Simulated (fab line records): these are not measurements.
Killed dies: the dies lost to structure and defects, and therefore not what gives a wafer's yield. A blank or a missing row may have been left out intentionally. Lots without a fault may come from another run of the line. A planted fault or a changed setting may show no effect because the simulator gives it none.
fab line records ; flow sfqLine
record: lots: 15; wafers: 45; lastDay: 92
route steps=325 shown R5@223 M6@264 M7@292 I7@303
lots that met no fault: from a run of the same line without faults
startH: the number of hours between the record's first day and the start of the first shown wafer of the lot ; waitH: hours since the lot's step before ; " unchanged from the row above ; L1.1+2: a single row standing in for several wafers ; - either no value or no given start ; * or withheld: withheld ; < > ~ a bound
route shown NAME@n: NAME is a module with steps in the file, n the number in the route of the first one ; usual: mean/standard deviation of fault-free wafers ; same: alike in all rows ; chamber/n: place in a boat ; sites: per-site readings ; _std_site: how widely they spread, as a standard deviation ; _edge_site: outer sites' mean less inner sites' ; radiusMm: how far each site lies from the wafer's centre ; mask NAME#n: copy n ; behind: the most recent tool/chamber to have shaped the wafer ; hold: what put the lot on hold/how long, in hours/how the hold closed ; device: transistor that didn't switch, given as n, p or np ; end of line: the tests these same wafers got at the end of their route ; where a step has no rows: the recipe by itself ; killed: count of dies lost to structure and defects at first sort (not the wafer's yield) ; map: the dies of a wafer, with x for killed, . for not killed, _ for no die there
set.NAME: the run value of the setting; set.NAME@STEP: its run value at that earlier step ; model.NAME: the simulator's own value behind a step, which no gauge read
the route's steps for a sample of lots (tables are steps, rows are wafers)
services: from which hour (startH, from the record's first day; less than 0 if before it) a tool's chamber was out of use, for how many hours, and why
== steps ==
step: SFQ_R5_OVL_MEAS_935
usual: R5_OVL: 1/6
lot.wafer;tool;chamber;startH;waitH;R5_OVL[nm]
L814.1;overlay-02;-;1637.48;0.1;3
L814.2;overlay-02;-;1637.48;0.1;6
L814.5;overlay-02;-;1637.48;0.1;2
L815.1;overlay-02;-;1638.68;0.1;0
L815.3;overlay-02;-;1638.68;0.1;7
L815.4;overlay-02;-;1638.68;0.1;8
L816.1;overlay-02;-;1639.88;0.1;-5
L816.2;overlay-02;-;1639.88;0.1;-2
L816.5;overlay-02;-;1639.88;0.1;1
L818.2;overlay-02;-;1644.68;0.1;20
L818.4;overlay-02;-;1644.68;0.1;11
L818.5;overlay-02;-;1644.68;0.1;11
L821.2;overlay-02;-;1669.17;0.1;-3
L821.4;overlay-02;-;1669.17;0.1;-7
L821.5;overlay-02;-;1669.17;0.1;4
L822.4;overlay-02;-;1712.05;0.1;5
L822.5;overlay-02;-;1712.05;0.1;-2
L822.6;overlay-02;-;1712.05;0.1;3
L823.2;overlay-02;-;1714.44;0.1;-7
L823.3;overlay-02;-;1714.44;0.1;5
L823.5;overlay-02;-;1714.44;0.1;4
L824.1;overlay-02;-;1805.62;0.1;3
L824.3;overlay-02;-;1805.62;0.1;-2
L824.4;overlay-02;-;1805.62;0.1;-4
L825.1;overlay-02;-;1808.02;0.1;-6
L825.3;overlay-02;-;1808.02;0.1;-6
L825.6;overlay-02;-;1808.02;0.1;5
L826.3;overlay-02;-;1811.64;0.1;3
L826.4;overlay-02;-;1811.64;0.1;4
L826.6;overlay-02;-;1811.64;0.1;0
L827.2;overlay-02;-;1816.43;0.1;2
L827.3;overlay-02;-;1816.43;0.1;-4
L827.5;overlay-02;-;1816.43;0.1;2
L831.3;overlay-02;-;1841.88;0.1;-4
L831.4;overlay-02;-;1841.88;0.1;-9
L831.5;overlay-02;-;1841.88;0.1;-1
L832.1;overlay-02;-;1847.42;0.1;11
L832.2;overlay-02;-;1847.42;0.1;6
L832.6;overlay-02;-;1847.42;0.1;2
L833.3;overlay-02;-;1856.39;0.1;0
L833.4;overlay-02;-;1856.39;0.1;-2
L833.6;overlay-02;-;1856.39;0.1;-6
L835.1;overlay-02;-;1863.58;0.1;4
L835.2;overlay-02;-;1863.58;0.1;8
L835.6;overlay-02;-;1863.58;0.1;13
step: SFQ_TRILAYER_R5_STRIP_STRIP_140
recipe: gas: O2; powerW: 200; platenTempC: 40; overashFraction: 0.65; chemistry: O2; pressureMtorr: 50
usual: chamberPressureMTorr: 50.00/0.045; drypumpMotorCurrentA: 5.7/0.42; oesProductAu: 0.999/0.014
lot.wafer;tool;chamber;startH;waitH;chamberPressureMTorr;drypumpMotorCurrentA;oesProductAu;rfHoursCounterH
L814.1;rieMetal-03;1;1637.63;0.0;50.06;5.2;1.003;74
L814.2;rieMetal-03;0;1637.63;0.0;49.97;5.9;1.017;90
L814.5;rieMetal-03;1;1637.63;0.0;50.02;5.2;0.997;-
L815.1;rieMetal-01;0;1638.83;0.0;50.04;5.3;0.974;48
L815.3;rieMetal-01;1;1638.83;0.0;50.04;6.0;0.989;-
L815.4;rieMetal-01;0;1638.83;0.0;49.99;5.3;0.974;-
L816.1;rieMetal-03;1;1640.03;0.0;50.01;5.1;1.013;74
L816.2;rieMetal-03;0;1640.03;0.0;50.04;5.9;1.018;90
L816.5;rieMetal-03;1;1640.03;0.0;50.10;5.2;1.002;-
L818.2;rieMetal-02;1;1644.83;0.0;50.04;6.3;0.999;12
L818.4;rieMetal-02;0;1644.83;0.0;50.03;5.5;1.002;-
L818.5;rieMetal-02;1;1644.83;0.0;50.02;6.3;1.008;-
L821.2;rieMetal-01;1;1669.32;0.0;49.94;6.0;1.002;58
L821.4;rieMetal-01;1;1669.32;0.0;49.99;6.0;0.990;-
L821.5;rieMetal-01;1;1669.32;0.0;49.99;6.0;0.996;-
L822.4;rieMetal-03;0;1712.39;0.2;49.97;5.9;1.029;-
L822.5;rieMetal-03;1;1712.39;0.2;50.03;5.2;1.001;-
L822.6;rieMetal-03;0;1712.39;0.2;50.03;5.9;1.019;-
L823.2;rieMetal-03;0;1714.59;0.0;50.01;6.0;1.008;103
L823.3;rieMetal-03;1;1714.59;0.0;49.99;5.1;0.995;-
L823.5;rieMetal-03;1;1714.59;0.0;49.94;5.1;0.996;-
L824.1;rieMetal-02;0;1805.78;0.0;50.06;5.6;0.996;12
L824.3;rieMetal-02;0;1805.78;0.0;50.08;5.6;1.002;-
L824.4;rieMetal-02;1;1805.78;0.0;50.02;6.3;1.003;-
L825.1;rieMetal-03;1;1808.30;0.1;50.01;5.1;0.983;101
L825.3;rieMetal-03;1;1808.30;0.1;49.99;5.1;0.997;-
L825.6;rieMetal-03;1;1808.30;0.1;50.04;5.2;0.989;-
L826.3;rieMetal-02;0;1811.98;0.2;49.98;5.5;0.997;-
L826.4;rieMetal-02;1;1811.98;0.2;49.95;6.3;0.996;-
L826.6;rieMetal-02;1;1811.98;0.2;49.87;6.3;1.014;-
L827.2;rieMetal-02;1;1816.58;0.0;49.99;6.3;0.999;39
L827.3;rieMetal-02;1;1816.58;0.0;49.94;6.3;1.004;-
L827.5;rieMetal-02;0;1816.58;0.0;50.00;5.5;0.996;-
L831.3;rieMetal-02;1;1842.22;0.2;50.03;6.3;1.010;-
L831.4;rieMetal-02;0;1842.22;0.2;49.98;5.5;1.000;-
L831.5;rieMetal-02;0;1842.22;0.2;50.00;5.6;1.004;-
L832.1;rieMetal-03;0;1847.57;0.0;50.04;5.9;1.019;117
L832.2;rieMetal-03;1;1847.57;0.0;49.99;5.2;0.989;109
L832.6;rieMetal-03;1;1847.57;0.0;50.10;5.2;0.998;-
L833.3;rieMetal-03;1;1856.74;0.2;50.08;5.2;0.996;-
L833.4;rieMetal-03;0;1856.74;0.2;50.12;5.9;1.000;-
L833.6;rieMetal-03;1;1856.74;0.2;49.99;5.2;0.984;-
L835.1;rieMetal-01;0;1863.74;0.0;50.04;5.3;0.986;78
L835.2;rieMetal-01;1;1863.74;0.0;49.98;6.0;1.015;83
L835.6;rieMetal-01;0;1863.74;0.0;49.97;5.3;0.985;-
step: SFQ_TRILAYER_M6_STRIP_STRIP_163
recipe: gas: O2; powerW: 200; platenTempC: 40; overashFraction: 0.65; chemistry: O2; pressureMtorr: 50
usual: chamberPressureMTorr: 50.00/0.045; drypumpMotorCurrentA: 5.5/0.34; oesProductAu: 1.002/0.01
lot.wafer;tool;chamber;startH;waitH;chamberPressureMTorr;drypumpMotorCurrentA;oesProductAu;rfHoursCounterH
L814.1;rieMetal-04;1;1730.53;0.1;49.99;5.5;0.977;104
L814.2;rieMetal-04;0;1730.53;0.1;50.02;5.4;1.016;25
L814.5;rieMetal-04;0;1730.53;0.1;50.01;5.4;1.008;-
L815.1;rieMetal-04;1;1734.58;0.1;50.08;5.5;0.989;105
L815.3;rieMetal-04;1;1734.58;0.1;50.00;5.5;0.969;-
L815.4;rieMetal-04;0;1734.58;0.1;49.99;5.4;1.020;-
L816.1;rieMetal-04;1;1736.98;0.1;49.97;5.5;0.992;105
L816.2;rieMetal-04;0;1736.98;0.1;49.94;5.4;1.003;26
L816.5;rieMetal-04;0;1736.98;0.1;50.03;5.4;1.022;-
L818.2;rieMetal-04;0;1830.48;0.4;50.03;5.4;1.005;-
L818.4;rieMetal-04;0;1830.48;0.4;49.98;5.4;1.011;-
L818.5;rieMetal-04;0;1830.48;0.4;50.00;5.4;0.996;-
L821.2;rieMetal-04;0;1848.84;0.1;49.99;5.4;1.011;44
L821.4;rieMetal-04;0;1848.84;0.1;50.03;5.4;1.008;-
L821.5;rieMetal-04;0;1848.84;0.1;49.98;5.4;1.003;-
L822.4;rieMetal-03;1;1851.44;0.2;50.05;5.1;0.995;-
L822.5;rieMetal-03;0;1851.44;0.2;50.00;6.0;1.015;-
L822.6;rieMetal-03;1;1851.44;0.2;49.95;5.1;1.000;-
L823.2;rieMetal-04;0;1852.44;0.1;50.02;5.4;1.001;45
L823.3;rieMetal-04;0;1852.44;0.1;50.04;5.4;0.997;-
L823.5;rieMetal-04;0;1852.44;0.1;49.96;5.4;0.990;-
L824.1;rieMetal-03;1;1909.59;0.2;50.02;5.2;1.004;121
L824.3;rieMetal-03;1;1909.59;0.2;50.02;5.2;1.009;-
L824.4;rieMetal-03;1;1909.59;0.2;50.01;5.2;1.008;-
L825.1;rieMetal-04;0;1911.80;0.1;49.97;5.4;0.999;56
L825.3;rieMetal-04;1;1911.80;0.1;50.00;5.5;0.997;-
L825.6;rieMetal-04;1;1911.80;0.1;50.09;5.5;0.997;-
L826.3;rieMetal-04;0;1914.40;0.2;50.06;5.4;0.998;-
L826.4;rieMetal-04;1;1914.40;0.2;49.94;5.5;1.001;-
L826.6;rieMetal-04;1;1914.40;0.2;49.96;5.5;1.002;-
L827.2;rieMetal-02;1;1919.75;0.1;50.01;6.3;1.015;59
L827.3;rieMetal-02;0;1919.75;0.1;50.04;5.5;0.985;-
L827.5;rieMetal-02;0;1919.75;0.1;50.00;5.5;0.992;-
L831.3;rieMetal-04;1;1924.75;0.2;50.10;5.5;0.991;-
L831.4;rieMetal-04;0;1924.75;0.2;49.98;5.4;0.991;-
L831.5;rieMetal-04;1;1924.75;0.2;49.93;5.5;0.992;-
L832.1;rieMetal-03;1;1925.75;0.1;50.01;5.1;1.002;126
L832.2;rieMetal-03;0;1925.75;0.1;49.95;6.0;1.005;1
L832.6;rieMetal-03;0;1925.75;0.1;49.97;5.9;1.010;-
L833.3;rieMetal-02;0;1927.18;0.2;49.98;5.5;0.990;-
L833.4;rieMetal-02;1;1927.18;0.2;49.97;6.3;1.010;-
L833.6;rieMetal-02;0;1927.18;0.2;49.96;5.5;0.989;-
L835.1;rieMetal-04;1;1929.35;0.1;50.11;5.5;0.996;16
L835.2;rieMetal-04;0;1929.35;0.1;50.06;5.3;0.994;60
L835.6;rieMetal-04;0;1929.35;0.1;49.88;5.4;1.006;-
step: SFQ_TRILAYER_M7_BARC_OPEN_METAL_ETCH_229
recipe: maskMaterial: PR; chemistry: O2; targetDepthNm: 125; target: BARC; icpW: 600; biasW: 80; pressureMtorr: 10; timeS: 41.7
usual: biasW: 79.98/0.22; chamberPressureMTorr: 10.000/0.01; drypumpMotorCurrentA: 5.7/0.39; oesProductAu: 0.685/0.0049
lot.wafer;tool;chamber;startH;waitH;biasW;chamberPressureMTorr;drypumpMotorCurrentA;oesProductAu;rfHoursCounterH
L814.1;rieMetal-02;0;1827.51;0.0;79.85;10.006;5.5;0.682;15
L814.2;rieMetal-02;1;1827.51;0.0;80.38;10.014;6.3;0.686;40
L814.5;rieMetal-02;1;1827.51;0.0;80.22;9.992;6.3;0.682;-
L815.1;rieMetal-02;0;1833.54;0.0;79.93;10.007;5.5;0.686;16
L815.3;rieMetal-02;1;1833.54;0.0;79.86;9.999;6.3;0.689;-
L815.4;rieMetal-02;0;1833.54;0.0;79.74;9.993;5.5;0.692;-
L816.1;rieMetal-02;0;1906.82;0.0;80.36;10.015;5.5;0.685;30
L816.2;rieMetal-02;1;1906.82;0.0;80.29;9.995;6.3;0.684;56
L816.5;rieMetal-02;0;1906.82;0.0;79.89;9.993;5.5;0.690;-
L818.2;rieMetal-02;1;1924.24;0.0;79.76;10.003;6.3;0.684;59
L818.4;rieMetal-02;1;1924.24;0.0;79.60;10.008;6.3;0.688;-
L818.5;rieMetal-02;1;1924.24;0.0;79.82;9.989;6.3;0.682;-
L821.2;rieMetal-02;0;2013.49;0.0;80.06;9.996;5.5;0.690;40
L821.4;rieMetal-02;0;2013.49;0.0;80.07;9.981;5.5;0.676;-
L821.5;rieMetal-02;1;2013.49;0.0;79.56;9.994;6.3;0.678;-
L822.4;rieMetal-01;0;2019.51;0.0;80.21;10.032;5.3;0.687;-
L822.5;rieMetal-01;0;2019.51;0.0;79.72;9.996;5.3;0.680;-
L822.6;rieMetal-01;1;2019.51;0.0;80.18;10.010;6.0;0.686;-
L823.2;rieMetal-04;0;2021.89;0.0;79.73;10.004;5.4;0.683;73
L823.3;rieMetal-04;0;2021.89;0.0;79.81;10.006;5.4;0.688;-
L823.5;rieMetal-04;1;2021.89;0.0;80.00;10.003;5.5;0.685;-
L824.1;rieMetal-04;0;2080.69;0.0;80.33;9.990;5.4;0.690;79
L824.3;rieMetal-04;1;2080.69;0.0;79.83;10.007;5.5;0.691;-
L824.4;rieMetal-04;0;2080.69;0.0;79.89;10.005;5.4;0.688;-
L825.1;rieMetal-04;0;2084.29;0.0;79.93;9.982;5.4;0.688;80
L825.3;rieMetal-04;0;2084.29;0.0;79.70;9.995;5.4;0.685;-
L825.6;rieMetal-04;0;2084.29;0.0;80.37;9.998;5.4;0.685;-
L826.3;rieMetal-01;0;2085.97;0.1;79.89;10.004;5.3;0.689;-
L826.4;rieMetal-01;0;2085.97;0.1;79.98;10.003;5.3;0.679;-
L826.6;rieMetal-01;0;2085.97;0.1;80.03;10.002;5.3;0.680;-
L827.2;rieMetal-01;0;2090.75;0.0;79.98;9.995;5.3;0.683;-
L827.3;rieMetal-01;0;2090.75;0.0;79.96;10.011;5.3;0.685;-
L827.5;rieMetal-01;0;2090.75;0.0;80.00;10.001;5.3;0.691;-
L831.3;rieMetal-02;1;2100.35;0.0;-;-;-;-;-
L831.4;rieMetal-02;0;2100.35;0.0;-;-;-;-;-
L831.5;rieMetal-02;1;2100.35;0.0;-;-;-;-;-
L832.1;rieMetal-02;1;2105.13;0.0;-;-;-;-;-
L832.2;rieMetal-02;0;2105.13;0.0;-;-;-;-;-
L832.6;rieMetal-02;1;2105.13;0.0;-;-;-;-;-
L833.3;rieMetal-02;1;2109.95;0.0;-;-;-;-;-
L833.4;rieMetal-02;0;2109.95;0.0;-;-;-;-;-
L833.6;rieMetal-02;1;2109.95;0.0;-;-;-;-;-
L835.1;rieMetal-02;1;2114.73;0.0;79.87;10.006;6.3;0.681;82
L835.2;rieMetal-02;0;2114.73;0.0;79.63;9.993;5.5;0.687;51
L835.6;rieMetal-02;0;2114.73;0.0;80.01;10.014;5.5;0.684;-
step: SFQ_TRILAYER_M7_ETCH_METAL_ETCH_180
recipe: target: Nb; stopOn: SiO2; maskMaterial: PR; chemistry: Cl2/Ar; targetDepthNm: 240; icpW: 600; biasW: 80; pressureMtorr: 10; timeS: 120
usual: biasW: 79.95/0.22; chamberPressureMTorr: 10.000/0.0094; drypumpMotorCurrentA: 5.7/0.39; oesProductAu: 0.897/0.0077
lot.wafer;tool;chamber;startH;waitH;biasW;chamberPressureMTorr;drypumpMotorCurrentA;oesProductAu;rfHoursCounterH
L814.1;rieMetal-02;0;1827.57;0.0;79.90;9.998;5.5;0.887;15
L814.2;rieMetal-02;1;1827.57;0.0;80.02;9.995;6.3;0.888;41
L814.5;rieMetal-02;1;1827.57;0.0;79.82;10.017;6.3;0.884;-
L815.1;rieMetal-02;0;1833.60;0.0;80.12;9.992;5.6;0.896;16
L815.3;rieMetal-02;1;1833.60;0.0;79.58;9.997;6.3;0.907;-
L815.4;rieMetal-02;0;1833.60;0.0;79.63;9.996;5.6;0.888;-
L816.1;rieMetal-02;0;1906.90;0.1;79.84;9.991;5.6;0.894;30
L816.2;rieMetal-02;1;1906.90;0.1;80.08;9.995;6.3;0.890;56
L816.5;rieMetal-02;0;1906.90;0.1;79.76;10.012;5.5;0.906;-
L818.2;rieMetal-02;1;1924.30;0.0;79.51;10.009;6.3;0.907;60
L818.4;rieMetal-02;1;1924.30;0.0;80.15;10.010;6.3;0.902;-
L818.5;rieMetal-02;1;1924.30;0.0;80.18;9.990;6.3;0.908;-
L821.2;rieMetal-02;0;2013.55;0.0;79.97;10.001;5.5;0.904;40
L821.4;rieMetal-02;0;2013.55;0.0;80.00;9.999;5.5;0.898;-
L821.5;rieMetal-02;1;2013.55;0.0;80.23;10.010;6.3;0.885;-
L822.4;rieMetal-01;0;2019.59;0.1;80.11;10.016;5.3;0.884;-
L822.5;rieMetal-01;0;2019.59;0.1;79.91;9.989;5.3;0.896;-
L822.6;rieMetal-01;1;2019.59;0.1;80.23;9.998;6.0;0.884;-
L823.2;rieMetal-04;0;2021.95;0.0;79.81;9.979;5.4;0.904;73
L823.3;rieMetal-04;0;2021.95;0.0;79.82;9.997;5.4;0.904;-
L823.5;rieMetal-04;1;2021.95;0.0;79.87;9.973;5.5;0.912;-
L824.1;rieMetal-04;0;2080.75;0.0;80.37;9.997;5.4;0.903;79
L824.3;rieMetal-04;1;2080.75;0.0;79.49;9.993;5.5;0.904;-
L824.4;rieMetal-04;0;2080.75;0.0;80.43;10.007;5.4;0.902;-
L825.1;rieMetal-04;0;2084.35;0.0;79.64;10.001;5.4;0.904;80
L825.3;rieMetal-04;0;2084.35;0.0;79.99;10.003;5.4;0.898;-
L825.6;rieMetal-04;0;2084.35;0.0;79.98;10.000;5.4;0.897;-
L826.3;rieMetal-01;0;2086.14;0.1;80.36;10.009;5.3;0.885;-
L826.4;rieMetal-01;0;2086.14;0.1;80.13;9.999;5.3;0.894;-
L826.6;rieMetal-01;0;2086.14;0.1;80.29;9.998;5.3;0.900;-
L827.2;rieMetal-01;0;2090.90;0.1;80.36;10.005;5.3;0.901;-
L827.3;rieMetal-01;0;2090.90;0.1;79.96;9.987;5.3;0.899;-
L827.5;rieMetal-01;0;2090.90;0.1;80.03;9.988;5.3;0.904;-
L831.3;rieMetal-02;1;2100.44;0.1;80.08;10.004;6.3;0.376;-
L831.4;rieMetal-02;0;2100.44;0.1;79.49;10.010;5.5;0.381;-
L831.5;rieMetal-02;1;2100.44;0.1;79.97;10.015;6.3;0.374;-
L832.1;rieMetal-02;1;2105.19;0.0;79.80;10.000;6.3;0.373;81
L832.2;rieMetal-02;0;2105.19;0.0;80.17;10.010;5.5;0.376;50
L832.6;rieMetal-02;1;2105.19;0.0;79.61;10.023;6.3;0.378;-
L833.3;rieMetal-02;1;2110.04;0.1;79.90;9.989;6.3;0.379;-
L833.4;rieMetal-02;0;2110.04;0.1;79.99;9.985;5.5;0.380;-
L833.6;rieMetal-02;1;2110.04;0.1;79.76;10.002;6.3;0.371;-
L835.1;rieMetal-02;1;2114.79;0.0;80.39;9.986;6.3;0.897;82
L835.2;rieMetal-02;0;2114.79;0.0;80.10;9.999;5.6;0.906;51
L835.6;rieMetal-02;0;2114.79;0.0;80.05;9.986;5.6;0.907;-
step: SFQ_TRILAYER_I7_VIA_LITHO_EXPOSE_188
recipe: maskId: I7; na: 0.6; sourceShape: conventional; sigmaOuter: 0.65; targetCdNm: 1000; doseMj: 21.3
usual: exposureDoseMJCm2: 21.299/0.023; focusOffsetNm: 0.0/0.49
lot.wafer;tool;chamber;startH;waitH;mask;exposureDoseMJCm2;focusOffsetNm
L814.1;krfScanner-02;0;1839.16;-;I7#0;21.232;-0.4
L814.2;krfScanner-02;0;1839.16;-;I7#0;21.285;-0.3
L814.5;krfScanner-02;0;1839.16;-;I7#0;21.283;0.8
L815.1;krfScanner-02;0;1841.56;-;I7#0;21.326;-0.4
L815.3;krfScanner-02;0;1841.56;-;I7#0;21.348;-0.6
L815.4;krfScanner-02;0;1841.56;-;I7#0;21.315;0.6
L816.1;krfScanner-02;0;1934.83;-;I7#0;21.270;0.2
L816.2;krfScanner-02;0;1934.83;-;I7#0;21.286;0.7
L816.5;krfScanner-02;0;1934.83;-;I7#0;21.307;-0.3
L818.2;krfScanner-02;0;1939.83;-;I7#0;21.313;-0.3
L818.4;krfScanner-02;0;1939.83;-;I7#0;21.296;-0.2
L818.5;krfScanner-02;0;1939.83;-;I7#0;21.306;-0.6
L821.2;krfScanner-01;0;2105.00;-;I7#0;21.288;-0.4
L821.4;krfScanner-01;0;2105.00;-;I7#0;21.278;0.4
L821.5;krfScanner-01;0;2105.00;-;I7#0;21.312;0.3
L822.4;krfScanner-01;0;2112.60;-;I7#0;21.312;-0.2
L822.5;krfScanner-01;0;2112.60;-;I7#0;21.308;-0.1
L822.6;krfScanner-01;0;2112.60;-;I7#0;21.304;-0.6
L823.2;krfScanner-01;0;2115.80;-;I7#0;21.305;-0.8
L823.3;krfScanner-01;0;2115.80;-;I7#0;21.309;-0.1
L823.5;krfScanner-01;0;2115.80;-;I7#0;21.332;-0.8
L824.1;krfScanner-01;0;2173.20;-;I7#0;21.273;1.1
L824.3;krfScanner-01;0;2173.20;-;I7#0;21.262;-0.6
L824.4;krfScanner-01;0;2173.20;-;I7#0;21.282;0.5
L825.1;krfScanner-01;0;2178.00;-;I7#0;21.308;0.2
L825.3;krfScanner-01;0;2178.00;-;I7#0;21.295;0.7
L825.6;krfScanner-01;0;2178.00;-;I7#0;21.302;-0.2
L826.3;krfScanner-02;0;2182.12;-;I7#0;21.291;0.3
L826.4;krfScanner-02;0;2182.12;-;I7#0;21.306;0.6
L826.6;krfScanner-02;0;2182.12;-;I7#0;21.297;-0.8
L827.2;krfScanner-02;0;2186.72;-;I7#0;21.273;-0.2
L827.3;krfScanner-02;0;2186.72;-;I7#0;21.286;0.2
L827.5;krfScanner-02;0;2186.72;-;I7#0;21.295;0.3
L831.3;krfScanner-02;-;2195.32;-;I7#0;-;-
L831.4;krfScanner-02;-;2195.32;-;I7#0;-;-
L831.5;krfScanner-02;-;2195.32;-;I7#0;-;-
L832.1;krfScanner-02;-;2197.32;-;I7#0;-;-
L832.2;krfScanner-02;-;2197.32;-;I7#0;-;-
L832.6;krfScanner-02;-;2197.32;-;I7#0;-;-
L833.3;krfScanner-02;-;2200.12;-;I7#0;-;-
L833.4;krfScanner-02;-;2200.12;-;I7#0;-;-
L833.6;krfScanner-02;-;2200.12;-;I7#0;-;-
L835.1;krfScanner-02;0;2203.32;-;I7#0;21.305;-0.4
L835.2;krfScanner-02;0;2203.32;-;I7#0;21.290;-0.3
L835.6;krfScanner-02;0;2203.32;-;I7#0;21.304;0.9
== services ==
tool;chamber;startH;hours;kind
rieMetal-02;1;1615.20;3.7;repair
rieMetal-03;-;1622.14;0.2;repair
rieMetal-04;-;1642.61;1.8;repair
krfScanner-02;-;1663.85;1.0;pm
rieMetal-04;-;1679.48;15.6;pm
krfScanner-02;-;1715.79;4.0;pm
krfScanner-02;-;1742.61;4.4;pm
krfScanner-02;-;1748.18;0.8;pm
krfScanner-02;-;1770.42;1.3;pm
rieMetal-03;0;1786.01;32.8;repair
krfScanner-02;-;1821.05;7.5;repair
krfScanner-02;-;1833.36;1.0;pm
rieMetal-04;-;1843.62;1.9;repair
rieMetal-02;-;1851.52;1.2;repair
rieMetal-04;-;1862.44;2.8;pm
rieMetal-02;0;1911.90;3.8;repair
rieMetal-02;0;1945.48;14.1;repair
rieMetal-02;-;1955.64;28.1;pm
rieMetal-02;-;1984.01;2.4;repair
rieMetal-04;-;2016.94;2.7;repair
rieMetal-04;-;2052.29;1.1;repair
rieMetal-02;-;2140.04;0.6;repair
rieMetal-02;1;2157.02;1.9;repair
rieMetal-02;0;2168.04;8.9;repair
== key ==
firstSign: step: SFQ_TRILAYER_M7_BARC_OPEN_METAL_ETCH_229; reading: toolRecord; direction: missing
effect: step: SFQ_TRILAYER_M7_ETCH_METAL_ETCH_180; reading: oesProductAu; direction: down; sigmas: 67; usual: 0.897; struck: 0.376
effect: step: SFQ_TRILAYER_I7_VIA_LITHO_EXPOSE_188; reading: toolRecord; direction: missing
metAt SFQ_TRILAYER_M7_BARC_OPEN_METAL_ETCH_229
struckLots L831,L832,L833
notActingAt SFQ_R5_OVL_MEAS_935,SFQ_TRILAYER_R5_STRIP_STRIP_140,SFQ_TRILAYER_M6_STRIP_STRIP_163
onsetBetween 2013.49 2100.35
fault: kind: skippedStepWhole; tool: rieMetal-02; chamber: -; onsetH: 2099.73; steps: SFQ_TRILAYER_M7_BARC_OPEN_METAL_ETCH_229; scope: struckLotsOnly
